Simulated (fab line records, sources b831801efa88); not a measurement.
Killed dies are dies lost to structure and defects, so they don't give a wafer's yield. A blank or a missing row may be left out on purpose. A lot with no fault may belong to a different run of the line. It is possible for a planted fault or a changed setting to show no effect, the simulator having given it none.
Which tool did it?    flow sfqLine    7 lots with 21 wafers sampled at 2 steps, on a route of 325 steps

== WHAT THE GAUGES READ, wafer by wafer ==
SFQ_R5_THK_MEAS_934: measures by xrf.
lot   measured      on            R5_MONX_THK (nm)
L907  day 60 00:42  filmMetro-03  39.4 39.8 39.5
L909  day 60 05:29  filmMetro-01  39.2 39.5 39.4
L916  day 62 09:49  filmMetro-03  40.0 40.6 40.6
L918  day 67 01:34  filmMetro-03  39.8 39.7 39.3
L921  day 67 07:35  filmMetro-01  39.7 39.5 40.2
L924  day 67 20:34  filmMetro-03  39.5 40.1 40.1
L926  day 67 23:34  filmMetro-01  39.8 40.5 39.8

== TOOL THAT RAN EACH LOT (tool first, then ch and the chambers of the sampled wafers, then the start) ==
lot   SFQ_TRILAYER_R5_DEP_SPUTTER_132
L907  pvdSputter-05, day 60 00:29
L909  pvdSputter-05, day 60 05:17
L916  pvdSputter-03, day 62 09:35
L918  pvdSputter-05, day 67 01:21
L921  pvdSputter-05, day 67 07:21
L924  pvdSputter-04, day 67 20:21
L926  pvdSputter-04, day 67 23:21
- SFQ_TRILAYER_R5_DEP_SPUTTER_132: material Ti, target thk 5 nm, time 5 s.

== THE ANSWER, worked out from the rows above alone ==
Rule: usual is defined by the lots themselves. Put in order of their means at a reading, lots are off if they are a third of the lots or fewer, leave a main group of 4 or more, and stand apart from it by a gap of 3 or more times the standard deviation of the main group's means; of several such gaps the widest counts. A main group whose means are all the same, to the digits that the tables above print for the reading, isn't used. Also off: a lot with no number at a reading for which 4 or more lots have one. Where the step has rows for the other lots, those lots are counted as sound.
Across all readings shown, no lot is off: no conclusion can be drawn from this.

== WHAT THE SIMULATOR PUT IN ==
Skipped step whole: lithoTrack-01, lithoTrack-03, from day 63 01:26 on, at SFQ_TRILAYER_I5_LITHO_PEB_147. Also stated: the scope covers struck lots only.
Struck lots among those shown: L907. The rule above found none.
